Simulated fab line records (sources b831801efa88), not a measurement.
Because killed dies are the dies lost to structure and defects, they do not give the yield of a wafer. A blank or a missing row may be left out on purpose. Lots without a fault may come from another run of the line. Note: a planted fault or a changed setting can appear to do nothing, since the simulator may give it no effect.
Which tool was responsible?    flow sky130    13 lots with 39 wafers sampled at 4 steps, on a route of 708 steps

== WHAT THE GAUGES READ, wafer by wafer ==
SKY_NWELL_THK_MEAS_02. Usual: for NWELL_OXIDATION_THK the level is 10.01 nm and the standard deviation is 0.18.
lot   measured     on             NWELL_OXIDATION_THK (nm)  flag
L781  day 2 12:41  film_metro-04  9.96 9.83 9.90            
L782  day 2 17:39  film_metro-04  10.07 9.93 10.09          
L784  day 3 04:19  film_metro-04  9.86 9.89 9.73            
L785  day 3 10:45  film_metro-03  10.25 10.35 10.26         
L786  day 3 14:38  film_metro-02  9.75 10.10 9.95           
L788  day 4 16:59  film_metro-03  9.87 9.87 9.92            
L789  day 4 22:47  film_metro-04  9.99 9.91 10.20           
L790  day 4 22:46  film_metro-03  9.76 9.84 9.86            
L799  day 6 15:26  film_metro-02  10.19 10.26 10.22         
L800  day 6 15:26  film_metro-04  10.05 10.21 10.15         
L801  day 6 23:26  film_metro-02  10.23 10.10 10.24         
L802  day 7 04:46  film_metro-03  10.23 9.91 10.03          
L804  day 7 11:17  film_metro-02  9.81 9.62 9.82            

SKY_VT_ADJUST_NCORE_OVL_MEAS_08. Usual: for VT_ADJUST_NCORE_OVL the level is 1.7 nm and the standard deviation is 1.3.
lot   measured      on          VT_ADJUST_NCORE_OVL (nm)  flag
L781  day 8 07:58   overlay-01  2.0 2.9 3.1               
L782  day 8 15:11   overlay-01  1.3 1.8 0.1               
L784  day 9 05:09   overlay-01  2.3 2.2 1.1               
L785  day 9 13:28   overlay-01  4.0 4.2 2.2               
L786  day 9 18:19   overlay-02  2.5 2.2 0.6               
L788  day 11 07:01  overlay-01  2.8 1.6 2.6               
L789  day 11 16:47  overlay-02  3.5 3.0 1.7               
L790  day 11 16:25  overlay-02  2.8 2.6 1.4               
L799  day 14 06:28  overlay-02  0.5 0.7 -1.7              
L800  day 14 06:38  overlay-02  2.7 3.3 3.7               
L801  day 14 15:02  overlay-01  1.6 0.0 1.4               
L802  day 14 22:41  overlay-02  1.1 1.6 0.1               
L804  day 15 05:30  overlay-02  2.1 2.0 2.9               

== EACH LOT AND THE TOOL THAT RAN IT (in order: tool; ch and the chambers of the sampled wafers; start) ==
lot   SKY_FIELD_ISO_ETCH_15              SKY_VT_ADJUST_LVTN_DEHYDRATE_00
L781  rie_diel-02 ch 0,2, day 2 04:55    litho_track-01 ch 0, day 6 06:21
L782  rie_diel-04 ch 2,3, day 2 09:05    litho_track-02 ch 0, day 6 13:11
L784  rie_diel-03 ch 1,2, day 2 20:52    litho_track-02 ch 0, day 7 03:56
L785  rie_diel-04 ch 1,3, day 3 02:55    litho_track-02 ch 0, day 7 10:20
L786  rie_diel-03 ch 0,1,3, day 3 07:16  litho_track-01 ch 0, day 7 15:13
L788  rie_diel-02 ch 1,2, day 3 19:14    litho_track-02 ch 0, day 8 22:59
L789  rie_diel-04 ch 1,2,3, day 3 23:52  litho_track-02 ch 0, day 9 09:29
L790  rie_diel-02 ch 0,1,3, day 4 05:56  litho_track-02 ch 0, day 9 08:47
L799  rie_diel-04 ch 1,2, day 6 04:53    litho_track-01 ch 0, day 11 10:40
L800  rie_diel-04 ch 1,2, day 6 07:17    litho_track-04 ch 0, day 11 12:20
L801  rie_diel-03 ch 1,2,3, day 6 12:29  litho_track-04 ch 0, day 11 20:19
L802  rie_diel-03 ch 2,3, day 6 18:41    litho_track-04 ch 0, day 12 02:41
L804  rie_diel-02 ch 1,2, day 7 03:28    litho_track-04 ch 0, day 12 11:58
- SKY_FIELD_ISO_ETCH_15: etches the open film in CHF3/O2, stops on Si, target depth 180 nm, time 72 s.
- SKY_VT_ADJUST_LVTN_DEHYDRATE_00: time 60 s.

== AS READ BY THE TOOLS THEMSELVES (means over the sampled wafers that have a number; for cases with no such wafer, the mark the record gives instead) ==
SKY_FIELD_ISO_ETCH_15. Usual: drypump_motor_current_A 5.6 A, standard deviation 0.37; oes_product_au 0.952 a.u., standard deviation 0.0069; throttle_valve_pct 8.848 %, standard deviation 0.0086.
lot   tool         drypump_motor_current_A (A)  oes_product_au (a.u.)  throttle_valve_pct (%)  flag
L781  rie_diel-02  5.3                          0.954                  8.845                   
L782  rie_diel-04  5.8                          0.955                  8.840                   
L784  rie_diel-03  5.3                          0.959                  8.854                   
L785  rie_diel-04  5.8                          0.951                  8.844                   
L786  rie_diel-03  6.0                          0.940                  8.844                   
L788  rie_diel-02  5.5                          0.955                  8.844                   
L789  rie_diel-04  5.7                          0.956                  8.853                   
L790  rie_diel-02  5.5                          0.950                  8.852                   
L799  rie_diel-04  5.6                          0.953                  8.848                   
L800  rie_diel-04  5.5                          0.954                  8.843                   
L801  rie_diel-03  5.7                          0.950                  8.848                   
L802  rie_diel-03  5.9                          0.948                  8.844                   
L804  rie_diel-02  5.5                          0.950                  8.842                   

SKY_VT_ADJUST_LVTN_DEHYDRATE_00. Usual: heater_power_total_W 160.40 W, standard deviation 0.12; plate_temp_C 200.02 C, standard deviation 0.18.
lot   tool            heater_power_total_W (W)  plate_temp_C (C)  flag
L781  litho_track-01  160.41                    200.13            
L782  litho_track-02  160.39                    200.05            
L784  litho_track-02  160.32                    200.00            
L785  litho_track-02  160.28                    199.75            
L786  litho_track-01  160.51                    199.74            
L788  litho_track-02  160.34                    200.28            
L789  litho_track-02  161.92                    201.58            OFF
L790  litho_track-02  161.88                    201.60            OFF
L799  litho_track-01  160.50                    200.11            
L800  litho_track-04  160.44                    200.10            
L801  litho_track-04  160.36                    199.95            
L802  litho_track-04  160.43                    200.00            
L804  litho_track-04  160.42                    200.01            

== THE ANSWER, worked out from the rows above alone ==
Rule: a lot counts as off when the mean over its wafers that have a number is more than 3 standard deviations away from the usual mean. Also off: a lot with no number at a reading for which 4 or more lots have one. All remaining lots with rows at the step are treated as sound. After the gauges, taken in route order, come the tools' own readings; for these a lot's mean is taken, as printed above. The first step at which some lot is off is used, and at that step the reading that is off furthest; a lot without a number counts as furthest.
Off: L789, L790, at SKY_VT_ADJUST_LVTN_DEHYDRATE_00 (heater_power_total_W).
If a tool, at that step or one of the process steps before it, ran each lot that is off and ran no sound lot following the first of them, it fits. One fits: litho_track-02 at SKY_VT_ADJUST_LVTN_DEHYDRATE_00. Its last sound lot is L788 (day 8 22:59), its first lot that is off L790 (day 9 08:47): a fault that began between those two fits.
The tool's own readings at SKY_VT_ADJUST_LVTN_DEHYDRATE_00 bear it out: on the lots that are off they differ by more than 5 times the standard deviation of the sound lots' means. heater_power_total_W reads 161.90 W there against 160.40 W on the sound lots; plate_temp_C reads 201.59 C there against 200.01 C on the sound lots.

== WHAT THE SIMULATOR HAD INSERTED ==
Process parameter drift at SKY_VT_ADJUST_LVTN_DEHYDRATE_00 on litho_track-02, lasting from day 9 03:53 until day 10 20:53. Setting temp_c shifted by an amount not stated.
Shown lots that were struck: L790, L789. Same finding as the rule above.
